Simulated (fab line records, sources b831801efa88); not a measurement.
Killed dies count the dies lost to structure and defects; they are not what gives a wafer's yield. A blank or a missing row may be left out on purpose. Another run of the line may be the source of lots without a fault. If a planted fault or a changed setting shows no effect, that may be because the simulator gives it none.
fab line records    flow sky130
record: lots: 6  wafers: 18  last_day: 50
route steps=708 shown VIA2@516 METAL3@532 PAD_OPEN@708
lots untouched by any fault: they come from a run of this same line in which no faults occurred
start_h: start of the lot's first displayed wafer, in hours after the record's first day    wait_h: how many hours have passed since the lot's step before this one    " unchanged from the row above    L1.1+2: a row that stands for several wafers    - either no value or no given start    * or withheld: withheld    < > ~ a bound
route shown NAME@n: a module of which the file shows steps, and the number in the route of the first    usual: mean and standard deviation over wafers with no fault    same: alike in all rows    chamber/n: place in a boat    sites: readings site by site    _std_site: standard deviation across them    _edge_site: the outer-site mean with the inner-site mean subtracted    radius_mm: for every site, how far away it sits from the centre of the wafer    mask NAME#n: copy n    behind: tool/chamber where the wafer was last shaped    hold: why the lot went on hold/how many hours it stayed there/how the hold came to an end    device: which transistor (n, p or np) failed to switch    end of line: the route-end tests of the same wafers    a step given without rows: its recipe and nothing more    killed: not the wafer's yield, but the dies lost to structure and defects at the first sort    map: dies across one wafer; x = killed, . = not, _ = none there
set.NAME: the run value of the setting; set.NAME@STEP: its run value at that earlier step    model.NAME: the simulator's own value behind a step, which no gauge read
lots at selected steps of the route; one table per step, one row per wafer
services: the hour from which a tool's chamber was out of use, counted from the record's first day as start_h (under 0 if before that day), plus the number of hours and why
== steps ==
step: SKY_VIA2_EXPOSE_09
recipe: mask_id: VIM2  na: 0.8  source_shape: annular  sigma_inner: 0.55  sigma_outer: 0.85  target_cd_nm: 200  dose_mj: 38
step: SKY_VIA2_PEB_10
recipe: peb_temp_c: withheld  peb_time_s: withheld  resist: KrF-thick
step: SKY_VIA2_DEVELOP_11
recipe: develop_time_s: 60  resist: KrF-thick  dev_temp_c: 21
step: SKY_VIA2_CD_MEAS_12
recipe: target_cd_nm: 200
usual: cd_nm: 200.0/1.3
lot.wafer  tool       chamber  start_h  wait_h  cd_nm
L461.1     cd_sem-02  -        882.83   -       201.8
L461.3     "          -        "        "       200.7
L461.4     "          -        "        "       199.6
L464.1     cd_sem-02  -        899.35   -       199.3
L464.2     "          -        "        "       198.3
L464.5     "          -        "        "       197.7
L468.1     cd_sem-01  -        930.53   -       199.8
L468.3     "          -        "        "       200.3
L468.6     "          -        "        "       199.6
L469.2     cd_sem-02  -        935.54   -       201.3
L469.4     "          -        "        "       200.2
L469.6     "          -        "        "       200.4
L479.3     cd_sem-02  -        1018.99  -       199.9
L479.5     "          -        "        "       200.3
L479.6     "          -        "        "       199.4
L477.2     cd_sem-01  -        1019.90  -       200.0
L477.4     "          -        "        "       202.5
L477.5     "          -        "        "       202.1
step: SKY_VIA2_OVL_MEAS_13
usual: VIA2_OVL: -1/5.9
lot.wafer  tool        chamber  start_h  wait_h  VIA2_OVL[nm]
L461.1     overlay-02  -        882.95   0.1     -6
L461.3     "           -        "        "       -9
L461.4     "           -        "        "       1
L464.1     overlay-02  -        899.47   0.1     7
L464.2     "           -        "        "       1
L464.5     "           -        "        "       8
L468.1     overlay-01  -        930.65   0.1     -7
L468.3     "           -        "        "       -8
L468.6     "           -        "        "       -3
L469.2     overlay-01  -        935.65   0.1     -2
L469.4     "           -        "        "       -4
L469.6     "           -        "        "       -10
L479.3     overlay-01  -        1019.09  0.1     10
L479.5     "           -        "        "       -1
L479.6     "           -        "        "       -5
L477.2     overlay-02  -        1020.01  0.1     1
L477.4     "           -        "        "       -2
L477.5     "           -        "        "       1
step: SKY_VIA2_ETCH_14
recipe: chemistry: N2/H2  target: BARC  ion_energy_ev: 200  source_w: 500  bias_w: 100  pressure_mtorr: 30  n2_flow_sccm: 100  h2_flow_sccm: 200  stop_on: SiO2  time_s: 45.9  target_depth_a: 600
usual: drypump_motor_current_A: 5.81/0.24  oes_product_au: 0.855/0.0044  throttle_valve_pct: 13.226/0.0084
lot.wafer  tool         chamber  start_h  wait_h  drypump_motor_current_A  oes_product_au  rf_hours_counter_h  throttle_valve_pct
L461.1     rie_diel-04  3        882.99   0.0     5.55                     0.857           18                  13.209
L461.3     "            1        "        "       5.71                     0.852           22                  13.226
L461.4     "            2        "        "       6.00                     0.855           19                  13.222
L464.1     rie_diel-04  2        899.51   0.0     6.02                     0.852           19                  13.214
L464.2     "            3        "        "       5.54                     0.850           18                  13.223
L464.5     "            2        "        "       6.02                     0.862           -                   13.218
L468.1     rie_diel-03  2        930.69   0.0     5.75                     0.853           19                  13.230
L468.3     "            1        "        "       6.37                     0.855           15                  13.218
L468.6     "            2        "        "       5.74                     0.859           -                   13.220
L469.2     rie_diel-01  3        935.68   0.0     5.65                     0.856           4                   13.224
L469.4     "            0        "        "       6.39                     0.859           12                  13.234
L469.6     "            3        "        "       5.66                     0.856           -                   13.217
L479.3     rie_diel-03  3        1019.11  0.0     5.77                     0.852           14                  13.219
L479.5     "            3        "        "       5.77                     0.847           -                   13.226
L479.6     "            2        "        "       5.75                     0.847           -                   13.224
L477.2     rie_diel-03  0        1020.04  0.0     5.70                     0.855           14                  13.227
L477.4     "            1        "        "       6.35                     0.854           18                  13.209
L477.5     "            1        "        "       6.36                     0.852           -                   13.228
step: SKY_VIA2_ETCH_15
recipe: target: SiO2  chemistry: C4F8/O2/Ar  target_depth_nm: 546  stop_on: TiN  mask_material: KrF-thick  source_w: 1500  bias_w: 1200  pressure_mtorr: 40  c4f8_flow_sccm: withheld  O2_flow_sccm: 6  Ar_flow_sccm: 300  time_s: 84
usual: oes_product_au: 0.940/0.0051
lot.wafer  tool         chamber  start_h  wait_h  oes_product_au  rf_hours_counter_h
L461.1     rie_diel-04  3        883.03   0.0     0.945           18
L461.3     "            1        "        "       0.935           22
L461.4     "            2        "        "       0.941           19
L464.1     rie_diel-04  2        899.55   0.0     0.928           19
L464.2     "            3        "        "       0.942           18
L464.5     "            2        "        "       0.938           -
L468.1     rie_diel-03  2        930.73   0.0     0.940           19
L468.3     "            1        "        "       0.947           15
L468.6     "            2        "        "       0.943           -
L469.2     rie_diel-01  3        935.72   0.0     0.947           4
L469.4     "            0        "        "       0.938           12
L469.6     "            3        "        "       0.947           -
L479.3     rie_diel-03  3        1019.15  0.0     0.940           14
L479.5     "            3        "        "       0.933           -
L479.6     "            2        "        "       0.938           -
L477.2     rie_diel-03  0        1020.08  0.0     0.932           14
L477.4     "            1        "        "       0.933           18
L477.5     "            1        "        "       0.932           -
step: SKY_VIA2_STRIP_16
recipe: chemistry: O2/N2  power_w: 1400  pressure_mtorr: 1500  platen_temp_c: withheld  o2_flow_sccm: 3000  n2_flow_sccm: 300  overash_fraction: 0.5
usual: drypump_motor_current_A: 6.0/0.61  oes_product_au: 0.399/0.0043  strip_time_to_endpoint_s: 4.05/0.031
lot.wafer  tool             chamber  start_h  wait_h  drypump_motor_current_A  oes_product_au  rf_hours_counter_h  strip_time_to_endpoint_s
L461.1     plasma_asher-04  1        883.09   0.0     5.4                      0.396           73                  4.10
L461.3     "                1        "        "       5.3                      0.402           -                   4.08
L461.4     "                0        "        "       6.5                      0.398           -                   4.06
L464.1     plasma_asher-02  0        899.62   0.0     5.2                      0.398           47                  4.01
L464.2     "                1        "        "       6.6                      0.394           47                  4.06
L464.5     "                1        "        "       6.6                      0.405           -                   4.04
L468.1     plasma_asher-04  0        930.79   0.0     6.5                      0.395           78                  4.06
L468.3     "                1        "        "       5.4                      0.399           -                   4.05
L468.6     "                1        "        "       5.3                      0.401           -                   4.07
L469.2     plasma_asher-03  1        935.78   0.0     5.5                      0.395           112                 4.06
L469.4     "                0        "        "       6.7                      0.404           -                   4.07
L469.6     "                1        "        "       5.5                      0.405           -                   4.09
L479.3     plasma_asher-03  1        1019.25  0.1     5.5                      0.402           -                   4.05
L479.5     "                0        "        "       6.7                      0.396           -                   4.08
L479.6     "                1        "        "       5.5                      0.397           -                   4.00
L477.2     plasma_asher-02  0        1020.15  0.0     5.2                      0.408           54                  4.04
L477.4     "                1        "        "       6.6                      0.394           -                   4.02
L477.5     "                1        "        "       6.6                      0.395           -                   4.01
step: SKY_VIA2_STRIP_17
recipe: chemistry: post_etch_residue_remover  time_s: 1200  temp_c: 72.5
step: SKY_VIA2_CLEAN_18
recipe: chemistry: IPA  time_s: 180  temp_c: 25
step: SKY_VIA2_CLEAN_19
recipe: chemistry: O3/DIW  dry: n2_spin
step: SKY_VIA2_SPUTTER_20
recipe: material: TiN  target_thk_nm: 20  chamber_pressure_pa: 5  power_w: 4000  time_s: 80
usual: throttle_valve_pct: 30.3/0.6
lot.wafer  tool            chamber  start_h  wait_h  throttle_valve_pct
L461.1     pvd_sputter-04  -        883.69   0.0     30.8
L461.3     "               -        "        "       29.5
L461.4     "               -        "        "       30.8
L464.1     pvd_sputter-01  -        900.22   0.0     29.3
L464.2     "               -        "        "       30.9
L464.5     "               -        "        "       31.0
L468.1     pvd_sputter-04  -        931.39   0.0     30.7
L468.3     "               -        "        "       30.8
L468.6     "               -        "        "       30.7
L469.2     pvd_sputter-04  -        936.42   0.0     29.3
L469.4     "               -        "        "       31.1
L469.6     "               -        "        "       30.7
L479.3     pvd_sputter-03  -        1019.84  0.0     30.0
L479.5     "               -        "        "       30.5
L479.6     "               -        "        "       29.7
L477.2     pvd_sputter-01  -        1020.78  0.0     31.4
L477.4     "               -        "        "       29.1
L477.5     "               -        "        "       31.4
step: SKY_VIA2_CVD_21
recipe: material: W  target_thk_nm: 420  time_s: 126.4  temp_c: 400  pressure_torr: 40
usual: heater_power_outer_w: 509/50  heater_power_w: 850/100
lot.wafer  tool      chamber  start_h  wait_h  heater_power_outer_w  heater_power_w  model.W_of_VIA2_CVD_21.thk_nm
L461.1     cvd_w-01  0        883.75   0.0     452                   754             419.9
L461.3     "         1        "        "       528                   906             413.2
L461.4     "         0        "        "       467                   748             418.1
L464.1     cvd_w-01  0        900.28   0.0     462                   744             416.4
L464.2     "         1        "        "       545                   891             411.1
L464.5     "         0        "        "       466                   747             419.2
L468.1     cvd_w-01  0        931.45   0.0     440                   715             416.5
L468.3     "         0        "        "       433                   707             409.9
L468.6     "         0        "        "       430                   711             701.2
L469.2     cvd_w-01  1        936.48   0.0     506                   831             410.6
L469.4     "         1        "        "       494                   848             703.3
L469.6     "         1        "        "       504                   825             705
L479.3     cvd_w-01  1        1019.95  0.1     513                   855             418.5
L479.5     "         0        "        "       447                   731             415.2
L479.6     "         1        "        "       504                   847             424.8
L477.2     cvd_w-02  1        1020.84  0.0     523                   839             410.5
L477.4     "         0        "        "       576                   1019            412.2
L477.5     "         1        "        "       512                   848             413.5
step: SKY_VIA2_RS_MEAS_22
recipe: thk_meas_gauge: four-point-probe  reads: W_of_VIA2_CVD_21+TiN_of_VIA2_SPUTTER_20
usual: VIA2_W_RS: 0.2751/0.0027
lot.wafer  tool           chamber  start_h  wait_h  VIA2_W_RS[ohm/sq]
L461.1     film_metro-01  -        883.88   0.1     0.2728
L461.3     "              -        "        "       0.2772
L461.4     "              -        "        "       0.2742
L464.1     film_metro-01  -        900.41   0.1     0.2756
L464.2     "              -        "        "       0.2791
L464.5     "              -        "        "       0.2732
L468.1     film_metro-01  -        931.58   0.1     0.2752
L468.3     "              -        "        "       0.2797
L468.6     "              -        "        "       0.1631
L469.2     film_metro-04  -        936.63   0.1     0.2788
L469.4     "              -        "        "       0.1623
L469.6     "              -        "        "       0.1617
L479.3     film_metro-04  -        1020.08  0.1     0.2731
L479.5     "              -        "        "       0.2764
L479.6     "              -        "        "       0.2693
L477.2     film_metro-01  -        1020.99  0.1     0.2796
L477.4     "              -        "        "       0.2786
L477.5     "              -        "        "       0.2776
step: SKY_VIA2_THK_MEAS_23
recipe: thk_meas_gauge: xrf  reads: W_of_VIA2_CVD_21
usual: VIA2_W_THK: 414/7.9
lot.wafer  tool           chamber  start_h  wait_h  VIA2_W_THK[nm]
L461.1     film_metro-01  -        884.00   0.1     430
L461.3     "              -        "        "       424
L461.4     "              -        "        "       429
L464.1     film_metro-01  -        900.53   0.1     422
L464.2     "              -        "        "       417
L464.5     "              -        "        "       426
L468.1     film_metro-01  -        931.70   0.1     420
L468.3     "              -        "        "       413
L468.6     "              -        "        "       -
L469.2     film_metro-04  -        936.74   0.1     402
L469.4     "              -        "        "       -
L469.6     "              -        "        "       -
L479.3     film_metro-04  -        1020.18  0.1     409
L479.5     "              -        "        "       404
L479.6     "              -        "        "       417
L477.2     film_metro-01  -        1021.10  0.1     416
L477.4     "              -        "        "       414
L477.5     "              -        "        "       415
step: SKY_VIA2_CMP_24
recipe: stop_on: SiO2  t_overpolish_s: 20  down_force_psi: 3.5  platen_rpm: 60  target_thk_nm: 0  pad_velocity_m_s: 0.94248
usual: edge_zone_pressure_frac: 1.000/0.0053  motor_current_A: 11.2/0.77  time_to_endpoint_s: 99/4.7
lot.wafer  tool    chamber  start_h  wait_h  edge_zone_pressure_frac  motor_current_A  time_to_endpoint_s
L461.4     cmp-02  3        884.06   0.0     1.008                    10.7             94
L461.3     "       0        "        "       0.994                    11.2             98
L461.1     "       1        "        "       0.999                    12.8             97
L464.2     cmp-01  0        900.59   0.0     0.997                    11.5             101
L464.1     "       1        "        "       1.004                    11.6             99
L464.5     "       1        "        "       1.014                    11.5             101
L468.1     cmp-01  0        931.76   0.1     0.998                    11.2             100
L468.3     "       3        "        "       0.995                    10.8             100
L468.6     "       1        "        "       1.002                    11.7             165
L469.2     cmp-02  3        936.79   0.0     1.003                    10.1             90
L469.4     "       0        "        "       0.999                    11.3             173
L469.6     "       0        "        "       0.995                    11.1             174
L479.3     cmp-02  1        1020.47  0.3     0.996                    12.5             95
L479.6     "       2        "        "       1.001                    10.1             96
L479.5     "       3        "        "       0.998                    10.2             94
L477.4     cmp-01  2        1021.15  0.0     1.008                    11.2             98
L477.2     "       1        "        "       1.002                    11.1             98
L477.5     "       2        "        "       1.007                    11.1             98
step: SKY_METAL3_SPUTTER_00
recipe: material: Ti  target_thk_nm: 15  power_w: 3000  time_s: 10  chamber_pressure_pa: 0.4
usual: throttle_valve_pct: 30.3/0.83
lot.wafer  tool            chamber  start_h  wait_h  throttle_valve_pct
L461.1     pvd_sputter-02  -        884.36   0.1     30.6
L461.3     "               -        "        "       29.3
L461.4     "               -        "        "       29.0
L464.1     pvd_sputter-03  -        900.89   0.2     29.8
L464.2     "               -        "        "       29.9
L464.5     "               -        "        "       30.0
L468.1     pvd_sputter-01  -        932.06   0.2     31.1
L468.3     "               -        "        "       31.0
L468.6     "               -        "        "       29.0
L469.2     pvd_sputter-02  -        937.09   0.2     31.2
L469.4     "               -        "        "       29.3
L469.6     "               -        "        "       31.5
L479.3     pvd_sputter-01  -        1020.62  0.1     29.2
L479.5     "               -        "        "       31.5
L479.6     "               -        "        "       30.6
L477.2     pvd_sputter-03  -        1021.45  0.1     29.8
L477.4     "               -        "        "       30.5
L477.5     "               -        "        "       30.0
step: SKY_PAD_OPEN_PROBE_99
usual: defect_limited_yield: 82.3/2  killed_at_M0_to_M3: 43/6.8  killed_at_M4_up: 3.2/1.9  killed_at_contacts: 24/5  killed_at_front_end: 16/4.9  killed_at_other: 0.4/0.76  killed_dies: 87/10  killed_open: 47/7.3  killed_short: 39/6.2  sort_bin_3_pad_short: 0.9/0.4  sort_bin_5_function: 10.5/1.5  sort_bin_6_memory: 6.4/1.2  sort_n_pass: 405/10  sort_yield_pct: 82.3/2
same: gross_dies: 492  killed_at_back_side: 0  sort_bin_4_leakage[%]: 0  sort_bin_8_speed[%]: 0
lot.wafer  tool       chamber  start_h  wait_h  defect_limited_yield[%]  killed_at_M0_to_M3  killed_at_M4_up  killed_at_contacts  killed_at_front_end  killed_at_other  killed_dies  killed_open  killed_short  sort_bin_3_pad_short[%]  sort_bin_5_function[%]  sort_bin_6_memory[%]  sort_n_pass  sort_yield_pct[%]
L461.1     prober-01  -        1102.50  0.1     83.5                     38                  2                24                  17                   0                81           49           32            0.6                      11.2                    4.7                   411          83.5
L461.3     prober-01  -        1102.60  0.2     79.5                     48                  4                26                  23                   0                101          59           42            0.6                      13.0                    6.9                   391          79.5
L461.4     prober-01  -        1102.65  0.2     79.5                     50                  5                22                  24                   0                101          57           42            1.0                      12.0                    7.5                   391          79.5
L464.1     prober-02  -        1115.60  0.1     84.6                     34                  2                18                  22                   0                76           34           42            0.8                      8.7                     5.9                   416          84.6
L464.2     prober-02  -        1115.65  0.1     80.7                     45                  6                29                  15                   0                95           55           40            0.8                      10.0                    8.5                   397          80.7
L464.5     prober-02  -        1115.80  0.2     84.6                     39                  2                17                  18                   0                76           44           32            1.2                      9.3                     4.9                   416          84.6
L468.1     prober-02  -        1141.12  0.1     82.3                     41                  4                19                  19                   4                87           42           43            1.0                      10.8                    5.9                   405          82.3
L468.3     prober-02  -        1141.22  0.2     85.4                     34                  9                19                  10                   0                72           36           35            0.2                      8.7                     5.7                   420          85.4
L468.6     prober-02  -        1141.37  0.2     81.5                     49                  2                24                  14                   2                91           55           33            0.6                      12.0                    5.9                   401          81.5
L469.2     prober-01  -        1142.25  0.1     82.1                     50                  1                16                  20                   1                88           51           37            0.6                      8.9                     8.3                   404          82.1
L469.4     prober-01  -        1142.35  0.2     82.9                     47                  4                19                  14                   0                84           46           38            0.8                      10.8                    5.5                   408          82.9
L469.6     prober-01  -        1142.45  0.2     79.5                     48                  3                33                  17                   0                101          59           42            1.0                      12.4                    7.1                   391          79.5
L479.3     prober-02  -        1201.91  0.2     80.7                     54                  0                26                  15                   0                95           51           43            0.4                      11.8                    7.1                   397          80.7
L479.5     prober-02  -        1202.01  0.2     81.9                     49                  3                22                  15                   0                89           44           43            0.6                      11.8                    5.7                   403          81.9
L479.6     prober-02  -        1202.06  0.2     86.4                     31                  4                22                  10                   0                67           31           36            0.2                      8.5                     4.9                   425          86.4
L477.2     prober-01  -        1203.74  0.1     83.9                     40                  8                17                  13                   1                79           40           39            1.4                      8.7                     5.9                   413          83.9
L477.4     prober-01  -        1203.84  0.2     81.9                     43                  7                28                  11                   0                89           52           37            0.4                      9.3                     8.3                   403          81.9
L477.5     prober-01  -        1203.89  0.2     82.7                     40                  6                23                  16                   0                85           50           35            0.8                      10.2                    6.3                   407          82.7
killed by level:class
L461.1 VIA1:geometric_particle:open=10 LI_CONTACT:geometric_particle:open=10 VIA3:geometric_particle:open=9 CONTACT:geometric_particle:open=7 VIA1:geometric_particle:short=6 POLY_GATE:geometric_particle:open=5 FIELD_ISO:geometric_particle:short=4 CONTACT:geometric_particle:short=4
L461.3 VIA1:geometric_particle:open=18 CONTACT:geometric_particle:open=10 VIA2:geometric_particle:open=7 FIELD_ISO:geometric_particle:open=6 POLY_GATE:geometric_particle:short=5 LI_CONTACT:geometric_particle:open=5 CONTACT:geometric_particle:short=5 METAL3:geometric_particle:short=5
L461.4 VIA1:geometric_particle:open=13 FIELD_ISO:geometric_particle:short=9 FIELD_ISO:geometric_particle:open=8 CONTACT:geometric_particle:open=8 VIA2:geometric_particle:open=8 VIA3:geometric_particle:open=6 LI_CONTACT:geometric_particle:open=5 LOCAL_INTERCONNECT:geometric_particle:short=4
L464.1 FIELD_ISO:geometric_particle:short=7 METAL2:geometric_particle:short=6 POLY_GATE:geometric_particle:open=5 POLY_GATE:geometric_particle:short=5 LI_CONTACT:geometric_particle:open=5 VIA1:geometric_particle:short=5 VIA1:geometric_particle:open=5 VIA3:geometric_particle:open=5
L464.2 VIA1:geometric_particle:open=11 CONTACT:geometric_particle:open=10 VIA3:geometric_particle:open=8 CONTACT:geometric_particle:short=7 LI_CONTACT:geometric_particle:open=6 METAL2:geometric_particle:short=6 METAL4:geometric_particle:short=5 METAL1:geometric_particle:short=5
L464.5 VIA1:geometric_particle:open=12 FIELD_ISO:geometric_particle:open=8 VIA2:geometric_particle:open=6 METAL2:geometric_particle:short=5 CONTACT:geometric_particle:open=4 FIELD_ISO:geometric_particle:short=4 VIA3:geometric_particle:open=4 LI_CONTACT:geometric_particle:short=3
L468.1 POLY_GATE:geometric_particle:short=7 VIA2:geometric_particle:open=7 CONTACT:geometric_particle:open=6 VIA3:geometric_particle:open=6 CONTACT:geometric_particle:short=5 VIA1:geometric_particle:open=5 FIELD_ISO:geometric_particle:short=4 VIA1:geometric_particle:short=4
L468.3 CONTACT:geometric_particle:open=8 METAL1:geometric_particle:short=8 METAL4:geometric_particle:short=6 VIA1:geometric_particle:open=5 METAL2:geometric_particle:short=5 FIELD_ISO:geometric_particle:open=4 LI_CONTACT:geometric_particle:open=4 VIA2:geometric_particle:open=4
L468.6 VIA1:geometric_particle:open=12 CONTACT:geometric_particle:open=8 VIA2:geometric_particle:open=8 VIA3:geometric_particle:open=8 FIELD_ISO:geometric_particle:open=6 VIA1:geometric_particle:short=6 LI_CONTACT:geometric_particle:open=5 METAL1:geometric_particle:short=5
L469.2 VIA1:geometric_particle:open=13 VIA3:geometric_particle:open=12 FIELD_ISO:geometric_particle:short=7 LI_CONTACT:geometric_particle:open=7 METAL3:geometric_particle:short=6 METAL1:geometric_particle:short=6 CONTACT:geometric_particle:open=5 VIA1:geometric_particle:short=4
L469.4 VIA1:geometric_particle:open=11 VIA3:geometric_particle:open=10 VIA2:geometric_particle:open=7 FIELD_ISO:geometric_particle:short=6 CONTACT:geometric_particle:short=6 CONTACT:geometric_particle:open=6 VIA1:geometric_particle:short=6 METAL3:geometric_particle:short=4
L469.6 CONTACT:geometric_particle:open=13 VIA1:geometric_particle:open=13 VIA3:geometric_particle:open=8 CONTACT:geometric_particle:short=7 LI_CONTACT:geometric_particle:open=6 VIA1:geometric_particle:short=6 FIELD_ISO:geometric_particle:open=5 POLY_GATE:geometric_particle:open=5
L479.3 VIA1:geometric_particle:open=12 VIA2:geometric_particle:open=10 CONTACT:geometric_particle:open=10 METAL1:geometric_particle:short=10 VIA2:geometric_particle:short=8 LI_CONTACT:geometric_particle:open=7 FIELD_ISO:geometric_particle:short=5 CONTACT:geometric_particle:short=4
L479.5 VIA1:geometric_particle:open=11 CONTACT:geometric_particle:open=8 METAL1:geometric_particle:short=7 VIA1:geometric_particle:short=7 LI_CONTACT:geometric_particle:open=6 VIA2:geometric_particle:open=6 METAL2:geometric_particle:short=4 FIELD_ISO:geometric_particle:short=3
L479.6 VIA1:geometric_particle:open=9 LI_CONTACT:geometric_particle:short=5 LOCAL_INTERCONNECT:geometric_particle:short=5 CONTACT:geometric_particle:open=5 METAL1:geometric_particle:short=5 VIA1:geometric_particle:short=5 POLY_GATE:geometric_particle:open=3 LI_CONTACT:geometric_particle:open=3
L477.2 VIA3:geometric_particle:open=7 VIA2:geometric_particle:open=7 METAL4:geometric_particle:short=7 FIELD_ISO:geometric_particle:open=5 METAL2:geometric_particle:short=5 CONTACT:geometric_particle:open=5 VIA1:geometric_particle:open=5 LOCAL_INTERCONNECT:geometric_particle:short=4
L477.4 VIA3:geometric_particle:open=12 VIA1:geometric_particle:open=9 CONTACT:geometric_particle:open=8 LOCAL_INTERCONNECT:geometric_particle:short=7 METAL1:geometric_particle:short=7 LI_CONTACT:geometric_particle:open=6 FIELD_ISO:geometric_particle:open=4 CONTACT:geometric_particle:short=4
L477.5 VIA3:geometric_particle:open=11 CONTACT:geometric_particle:open=10 POLY_GATE:geometric_particle:open=7 CONTACT:geometric_particle:short=6 VIA1:geometric_particle:open=6 METAL2:geometric_particle:short=6 FIELD_ISO:geometric_particle:short=4 LI_CONTACT:geometric_particle:open=4
== services ==
tool             chamber  start_h  hours  kind
rie_diel-04      -        864.37   2.8    pm
pvd_sputter-01   -        873.09   9.9    repair
cmp-01           -        877.82   12.5   repair
rie_diel-04      0        886.69   42.2   repair
cmp-01           -        890.29   3.9    pm
plasma_asher-02  -        899.09   0.3    repair
cvd_w-01         -        904.00   14.0   pm
cvd_w-01         0        904.00   14.0   vent_cycle
pvd_sputter-03   -        904.31   11.2   repair
plasma_asher-03  -        908.79   4.1    repair
rie_diel-03      -        911.26   15.6   pm
cmp-01           -        912.16   4.0    pm
cmp-02           -        913.78   4.6    repair
plasma_asher-02  -        918.99   50.4   repair
cvd_w-02         -        935.30   2.8    pm
plasma_asher-03  -        950.21   2.2    repair
plasma_asher-02  -        952.40   1.0    repair
pvd_sputter-01   -        953.83   4.6    repair
rie_diel-01      -        963.78   0.8    repair
cmp-01           -        978.68   4.7    repair
rie_diel-04      1        979.75   9.2    repair
pvd_sputter-04   -        988.84   52.3   repair
cvd_w-01         -        990.80   6.0    pm
cvd_w-01         -        997.77   1.2    repair
== key ==
first_sign: step: SKY_VIA2_RS_MEAS_22  reading: VIA2_W_RS  direction: down  sigmas: 42  usual: 0.2751  struck: 0.1624
effect: step: SKY_VIA2_THK_MEAS_23  reading: VIA2_W_THK  direction: missing
effect: step: SKY_VIA2_CMP_24  reading: time_to_endpoint_s  direction: up  sigmas: 15  usual: *  struck: *
model_effect: step: SKY_VIA2_CVD_21  value: W_of_VIA2_CVD_21.thk_nm  without: 413.1  struck: 703.1
met_at SKY_VIA2_CVD_21
struck_wafers L468.6,L469.4,L469.6
onset_between 900.28 931.45
fault: kind: process_parameter_drift  tool: cvd_w-01  chamber: -  onset_h: 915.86  steps: SKY_VIA2_CVD_21  channel: target_thk_nm  offset: 291.71  shape: step  end_h: 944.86  scope: struck_wafers_only  acts_in: these_recipes_only  stated: 420
